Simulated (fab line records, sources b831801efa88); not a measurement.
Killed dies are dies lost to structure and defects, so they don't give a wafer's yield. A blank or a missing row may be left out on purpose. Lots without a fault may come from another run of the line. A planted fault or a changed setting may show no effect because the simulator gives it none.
Split-lot experiment | flow sfq_line | 5 lots, 23 wafers read, on a route of 325 steps

THE SPLIT
At SFQ_TRILAYER_I6_VIA_LITHO_COAT_174 (resist thk 62 nm), the setting resist_thk_nm was moved away from the recipe's 62 nm on 8 of the 23 wafers read, by -3.5% to +4.2%. The other wafers ran this setting at the recipe's value.

The reading is taken at the split's own step.

THE READING
BARC_of_TRILAYER_I6_VIA_LITHO_COAT_174.thk_nm (the simulator's own value, which no gauge read), in nm, at SFQ_TRILAYER_I6_VIA_LITHO_COAT_174 (resist thk 62 nm). The file gives no usual value for it. The 15 wafers here that ran the recipe average 61.99 nm, standard deviation 0.16 nm.

wafer  | tool, chamber at the split | resist_thk_nm as run, nm | against the recipe | BARC_of_TRILAYER_I6_VIA_LITHO_COAT_174.thk_nm, nm | against lot-mates on the recipe
L075.1 | litho_track-01, 0          | 62                       | recipe             | 62                                                | -
L075.5 | litho_track-01, 0          | 62                       | recipe             | 61.91                                             | -
L075.6 | litho_track-01, 0          | 62                       | recipe             | 62.04                                             | -
L080.1 | litho_track-02, 0          | 62                       | recipe             | 62.06                                             | -
L080.2 | litho_track-02, 0          | 62                       | recipe             | 62.04                                             | -
L080.3 | litho_track-02, 0          | 62                       | recipe             | 62.08                                             | -
L080.4 | litho_track-02, 0          | 62                       | recipe             | 61.99                                             | -
L080.5 | litho_track-02, 0          | 62                       | recipe             | 61.93                                             | -
L081.2 | litho_track-01, 0          | 59.85                    | -3.5%              | 60.16                                             | -2.04
L081.3 | litho_track-01, 0          | 62                       | recipe             | 62.09                                             | -
L081.4 | litho_track-01, 0          | 62                       | recipe             | 62.21                                             | -
L081.5 | litho_track-01, 0          | 62                       | recipe             | 62.29                                             | -
L081.6 | litho_track-01, 0          | 59.85                    | -3.5%              | 59.89                                             | -2.31
L083.2 | litho_track-02, 0          | 63.06                    | +1.7%              | 63                                                | +1.27
L083.3 | litho_track-02, 0          | 62                       | recipe             | 61.65                                             | -
L083.4 | litho_track-02, 0          | 63.06                    | +1.7%              | 62.95                                             | +1.22
L083.5 | litho_track-02, 0          | 63.06                    | +1.7%              | 62.78                                             | +1.05
L083.6 | litho_track-02, 0          | 62                       | recipe             | 61.82                                             | -
L085.1 | litho_track-03, 0          | 62                       | recipe             | 61.9                                              | -
L085.2 | litho_track-03, 0          | 64.59                    | +4.2%              | 64.33                                             | +2.48
L085.4 | litho_track-03, 0          | 64.59                    | +4.2%              | 64.37                                             | +2.52
L085.5 | litho_track-03, 0          | 64.59                    | +4.2%              | 64.61                                             | +2.76
L085.6 | litho_track-03, 0          | 62                       | recipe             | 61.8                                              | -

THE FIT
A straight line over all 23 wafers: BARC_of_TRILAYER_I6_VIA_LITHO_COAT_174.thk_nm changes by +0.576 nm for each +1% of resist_thk_nm; r = +0.99; the points scatter about the line by 0.15 nm.
The same after taking each lot's own level away (the mean of its wafers on the recipe; 23 wafers): +0.627 nm for each +1%; r = +1.00; scatter 0.099 nm.
On that fit, the largest move of resist_thk_nm shifts the reading by 2.6 nm.
The lots' own levels span 61.735 to 62.197 nm, that is 3.0 times the standard deviation above.
So the lot-to-lot level changes the slope little: the two slopes agree.
Check: with one of the wafers moved furthest among these (+4.2%) left out of the fit, the line predicts +2.67 nm for it against its lot-mates. It came out at +2.48 nm against them.

OTHER SPLITS ON THESE WAFERS
These wafers also went through other splits before the reading. Each is held against what the fit with the lots' levels taken away leaves over:
other split on the same wafers                  | wafers away from the commonest value | r with BARC_of_TRILAYER_I6_VIA_LITHO_COAT_174.thk_nm (lot level and that fit taken away)
SFQ_TRILAYER_C5_BARC_OPEN_VIA_ETCH_210 source_w | 7                                    | +0.04
SFQ_TRILAYER_M6_DEP_SPUTTER_157 time_s          | 8                                    | +0.16
SFQ_TRILAYER_M6_LITHO_PEB_162 peb_temp_c        | 11                                   | -0.20

THE FILE'S OWN FIT
BARC_of_TRILAYER_I6_VIA_LITHO_COAT_174.thk_nm changes by +0.628 nm for each +1% of resist_thk_nm, r = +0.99.
